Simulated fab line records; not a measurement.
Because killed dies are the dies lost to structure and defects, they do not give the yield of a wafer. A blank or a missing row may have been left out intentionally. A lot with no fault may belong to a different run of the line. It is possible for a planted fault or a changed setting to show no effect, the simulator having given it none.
Which tool is to blame? | flow sky130 | 42 wafers from 14 lots sampled at 6 of the route's 708 steps

== WHAT THE GAUGES SHOWED, per wafer ==
SKY_POLY_GATE_OVL_MEAS_14.
lot  | measured     | on         | POLY_GATE_OVL (nm)
L591 | day 16 16:34 | overlay-02 | 15 9 4
L592 | day 16 16:44 | overlay-02 | 3 0 4
L593 | day 17 01:31 | overlay-01 | 6 1 -2
L594 | day 17 11:25 | overlay-02 | 2 3 -1
L595 | day 17 20:52 | overlay-01 | -6 -1 0
L596 | day 17 23:13 | overlay-02 | -5 -6 -9
L597 | day 19 00:36 | overlay-02 | -3 -8 -2
L599 | day 19 03:48 | overlay-01 | 9 8 11
L598 | day 19 06:57 | overlay-02 | 2 0 7
L602 | day 20 07:59 | overlay-02 | 1 0 5
L601 | day 20 08:56 | overlay-01 | -2 -10 -4
L603 | day 20 14:07 | overlay-02 | 1 -11 -2
L612 | day 24 03:07 | overlay-02 | 6 0 8
L613 | day 24 05:40 | overlay-02 | 4 7 -5

SKY_SPACER_THK_MEAS_01.
lot  | measured     | on            | SPACER_CVD_00_THK (nm)
L591 | day 23 06:54 | film metro-02 | 44.1 43.8 44.3
L592 | day 23 06:53 | film metro-01 | 43.1 43.2 42.8
L593 | day 23 22:56 | film metro-02 | 43.3 43.3 42.9
L594 | day 24 04:23 | film metro-02 | 43.1 42.6 42.9
L595 | day 24 10:57 | film metro-01 | 44.3 44.0 43.7
L596 | day 24 14:58 | film metro-02 | 43.7 43.7 43.7
L597 | day 25 17:25 | film metro-04 | 42.3 42.3 42.5
L599 | day 25 17:25 | film metro-02 | 43.5 43.6 44.0
L598 | day 25 20:32 | film metro-02 | 43.5 43.3 43.8
L602 | day 26 22:24 | film metro-01 | 41.9 42.0 42.8
L601 | day 26 22:23 | film metro-04 | 43.4 43.3 43.4
L603 | day 27 00:39 | film metro-01 | 42.8 42.6 42.8
L612 | day 30 08:01 | film metro-01 | 52.0 52.1 52.3
L613 | day 30 10:22 | film metro-02 | 53.0 53.2 53.2

SKY_METAL2_CD_MEAS_15: target cd 140 nm.
lot  | measured     | on        | cd nm (nm)
L591 | day 35 11:01 | cd sem-02 | 139.4 139.3 139.4
L592 | day 35 13:49 | cd sem-01 | 140.0 141.4 140.5
L593 | day 35 22:05 | cd sem-02 | 141.6 141.2 141.8
L594 | day 36 05:16 | cd sem-02 | 140.6 139.4 140.2
L595 | day 36 12:34 | cd sem-02 | 139.9 140.5 142.0
L596 | day 36 14:10 | cd sem-02 | 139.5 139.2 139.8
L597 | day 37 13:13 | cd sem-01 | 139.1 140.9 140.2
L599 | day 37 15:44 | cd sem-02 | 140.0 141.5 140.6
L598 | day 37 16:04 | cd sem-02 | 140.7 141.9 141.7
L602 | day 38 14:27 | cd sem-02 | 139.5 140.4 140.3
L601 | day 38 15:47 | cd sem-02 | 140.1 138.7 138.4
L603 | day 38 19:17 | cd sem-01 | 138.4 139.1 139.3
L612 | day 41 13:44 | cd sem-01 | 138.7 138.2 137.3
L613 | day 41 18:11 | cd sem-01 | 139.5 140.2 142.1

== WHICH TOOL RAN EACH LOT (tool, then ch and the chambers of the sampled wafers, then the start) ==
lot  | SKY_SPACER_CVD_00           | SKY_SPACER_ETCHBACK_02             | SKY_POLY_CUT_ETCH_11
L591 | lpcvd-02 ch 1, day 23 05:41 | rie diel-01 ch 1,3, day 23 06:57   | rie diel-04 ch 1,2,3, day 24 12:44
L592 | lpcvd-02 ch 0, day 23 05:41 | rie diel-03 ch 0,1, day 23 06:57   | rie diel-01 ch 0,2, day 24 12:59
L593 | lpcvd-02 ch 0, day 23 21:44 | rie diel-03 ch 1,2,3, day 23 23:00 | rie diel-01 ch 1,2, day 25 04:32
L594 | lpcvd-02 ch 0, day 24 02:35 | rie diel-02 ch 1,2,3, day 24 04:26 | rie diel-01 ch 1,2, day 25 10:46
L595 | lpcvd-02 ch 1, day 24 09:45 | rie diel-01 ch 0,1, day 24 11:01   | rie diel-01 ch 0,1,3, day 25 17:22
L596 | lpcvd-02 ch 1, day 24 13:44 | rie diel-02 ch 0,3, day 24 15:00   | rie diel-03 ch 1,3, day 25 21:02
L597 | lpcvd-02 ch 0, day 25 16:11 | rie diel-03 ch 0,1,3, day 25 17:27 | rie diel-04 ch 2,3, day 26 22:53
L599 | lpcvd-02 ch 1, day 25 16:11 | rie diel-02 ch 0,3, day 25 17:27   | rie diel-01 ch 0,1,2, day 26 22:58
L598 | lpcvd-02 ch 0, day 25 19:20 | rie diel-01 ch 0,2,3, day 25 20:36 | rie diel-04 ch 0,1,2, day 27 01:32
L602 | lpcvd-02 ch 1, day 26 21:11 | rie diel-03 ch 0,2,3, day 26 22:27 | rie diel-01 ch 0,1,3, day 28 02:35
L601 | lpcvd-02 ch 0, day 26 21:11 | rie diel-01 ch 0,1, day 26 22:27   | rie diel-04 ch 0,2,3, day 28 03:14
L603 | lpcvd-02 ch 1, day 26 23:26 | rie diel-01 ch 0,1,2, day 27 00:43 | rie diel-03 ch 1,2,3, day 28 05:44
L612 | lpcvd-02 ch 1, day 30 06:47 | rie diel-03 ch 0,1,2, day 30 08:04 | rie diel-01 ch 0,1,3, day 31 12:26
L613 | lpcvd-02 ch 1, day 30 09:08 | rie diel-01 ch 0,1,2, day 30 10:24 | rie diel-03 ch 0,3, day 31 14:19
- SKY_SPACER_CVD_00: deposits Si3N4 from DCS/NH3, target thk 43.1 nm, time 740 s.
- SKY_SPACER_ETCHBACK_02: etches Si3N4 in CH3F/O2, stops on SiO2, time 46.7 s, target depth 45 nm.
- SKY_POLY_CUT_ETCH_11: etches Si3N4 in CF4/CH2F2/Ar, stops on poly-Si, time 42.5 s, target depth 60 nm.

== AS READ BY THE TOOLS THEMSELVES (means over the sampled wafers that have a number; for cases with no such wafer, the mark the record gives instead) ==
SKY_SPACER_CVD_00.
lot  | tool     | spike tc centre C (C) | spike tc lower C (C) | spike tc top C (C) | spike tc upper C (C) | susceptor temp C (C) | zone power lower pct (%)
L591 | lpcvd-02 | 771.1                 | 771.6                | 789.8              | 768.5                | 769.9                | 12.3
L592 | lpcvd-02 | 771.9                 | 769.7                | 784.9              | 768.8                | 770.0                | 14.1
L593 | lpcvd-02 | 772.0                 | 770.6                | 785.5              | 770.7                | 770.1                | 14.2
L594 | lpcvd-02 | 772.2                 | 769.7                | 784.7              | 769.7                | 770.1                | 14.1
L595 | lpcvd-02 | 771.3                 | 771.5                | 789.3              | 768.6                | 769.9                | 12.1
L596 | lpcvd-02 | 772.0                 | 771.4                | 789.4              | 768.7                | 769.8                | 12.2
L597 | lpcvd-02 | 771.0                 | 770.4                | 784.8              | 770.0                | 770.1                | 14.2
L599 | lpcvd-02 | 771.4                 | 771.9                | 788.9              | 769.9                | 769.9                | 12.3
L598 | lpcvd-02 | 771.7                 | 769.9                | 786.0              | 770.1                | 769.9                | 14.0
L602 | lpcvd-02 | 771.1                 | 770.6                | 789.2              | 769.4                | 769.8                | 12.3
L601 | lpcvd-02 | 771.9                 | 770.6                | 785.2              | 770.2                | 770.1                | 14.0
L603 | lpcvd-02 | 770.9                 | 771.7                | 788.5              | 770.2                | 770.0                | 12.2
L612 | lpcvd-02 | 781.4                 | 781.6                | 799.1              | 779.5                | 779.7                | 12.4
L613 | lpcvd-02 | 780.2                 | 780.4                | 800.8              | 779.3                | 779.9                | 12.6

SKY_SPACER_ETCHBACK_02.
lot  | tool        | drypump motor current A (A) | oes product au (a.u.) | throttle valve pct (%)
L591 | rie diel-01 | 5.5                         | 0.865                 | 10.562
L592 | rie diel-03 | 6.2                         | 0.853                 | 10.562
L593 | rie diel-03 | 5.9                         | 0.859                 | 10.566
L594 | rie diel-02 | 5.8                         | 0.853                 | 10.566
L595 | rie diel-01 | 5.5                         | 0.865                 | 10.573
L596 | rie diel-02 | 5.5                         | 0.858                 | 10.559
L597 | rie diel-03 | 6.2                         | 0.844                 | 10.566
L599 | rie diel-02 | 5.5                         | 0.865                 | 10.563
L598 | rie diel-01 | 5.5                         | 0.857                 | 10.557
L602 | rie diel-03 | 6.2                         | 0.843                 | 10.566
L601 | rie diel-01 | 5.5                         | 0.864                 | 10.558
L603 | rie diel-01 | 5.6                         | 0.855                 | 10.562
L612 | rie diel-03 | 5.9                         | 0.956                 | 10.571
L613 | rie diel-01 | 5.6                         | 0.962                 | 10.572

SKY_POLY_CUT_ETCH_11.
lot  | tool        | drypump motor current A (A) | oes product au (a.u.) | throttle valve pct (%)
L591 | rie diel-04 | 6.3                         | 0.829                 | 14.988
L592 | rie diel-01 | 5.6                         | 0.838                 | 14.992
L593 | rie diel-01 | 5.8                         | 0.830                 | 14.998
L594 | rie diel-01 | 5.8                         | 0.836                 | 14.994
L595 | rie diel-01 | 5.4                         | 0.839                 | 14.993
L596 | rie diel-03 | 5.9                         | 0.828                 | 14.996
L597 | rie diel-04 | 6.3                         | 0.842                 | 14.994
L599 | rie diel-01 | 5.7                         | 0.837                 | 15.000
L598 | rie diel-04 | 5.9                         | 0.834                 | 14.993
L602 | rie diel-01 | 5.4                         | 0.828                 | 14.989
L601 | rie diel-04 | 5.8                         | 0.840                 | 14.997
L603 | rie diel-03 | 5.9                         | 0.824                 | 14.985
L612 | rie diel-01 | 5.4                         | 0.835                 | 14.991
L613 | rie diel-03 | 6.5                         | 0.834                 | 14.997

== THE ANSWER, worked out from the rows above alone ==
Rule: the usual values come from the lots themselves. The widest of any qualifying gaps counts: lots, ordered by their means at a reading, are off when they make up no more than a third of the lots, leave a main group of 4 or more, and stand apart from it by 3 or more times the standard deviation of that group's means. A main group is skipped when, at the precision printed for the reading in the tables above, its means are all equal. Also off: a lot with no number at a reading for which 4 or more lots have one. Any other lot the step has rows for is counted as sound. First the gauges in route order, then the tools' own readings, where a lot's mean is used as printed above. At the first step where some lot is off, the reading lying furthest off is the one used; lots without a number count as furthest.
Off: at SKY_SPACER_THK_MEAS_01 (SPACER_CVD_00_THK), L612, L613. The main group has a mean of 43.2 nm with a standard deviation of 0.58.
If a tool, at a process step before that reading, ran all the lots that are off and no sound lot after the first of them, it fits. The gauges at SKY_SPACER_THK_MEAS_01 aren't tried: what is off there is off at SKY_SPACER_CVD_00 too, on other tools, and a gauge's error can't cause that. One fits: SKY_SPACER_CVD_00 on lpcvd-02. Its last sound lot is L603 (day 26 23:26), its first lot that is off L612 (day 30 06:47): a fault that began between those two fits.
The tool's own readings at SKY_SPACER_CVD_00 bear it out: on the lots that are off they differ by more than 5 times the standard deviation of the sound lots' means. spike tc centre C reads 780.8 C there against 771.5 C on the sound lots; spike tc lower C reads 781.0 C there against 770.8 C on the sound lots; spike tc top C reads 800.0 C there against 787.2 C on the sound lots; spike tc upper C reads 779.4 C there against 769.6 C on the sound lots; susceptor temp C reads 779.8 C there against 770.0 C on the sound lots.

== WHAT THE SIMULATOR PUT IN ==
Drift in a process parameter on lpcvd-02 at SKY_SPACER_CVD_00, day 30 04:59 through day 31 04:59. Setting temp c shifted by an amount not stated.
Struck lots among those shown: L612, L613. The rule given above showed the same thing.
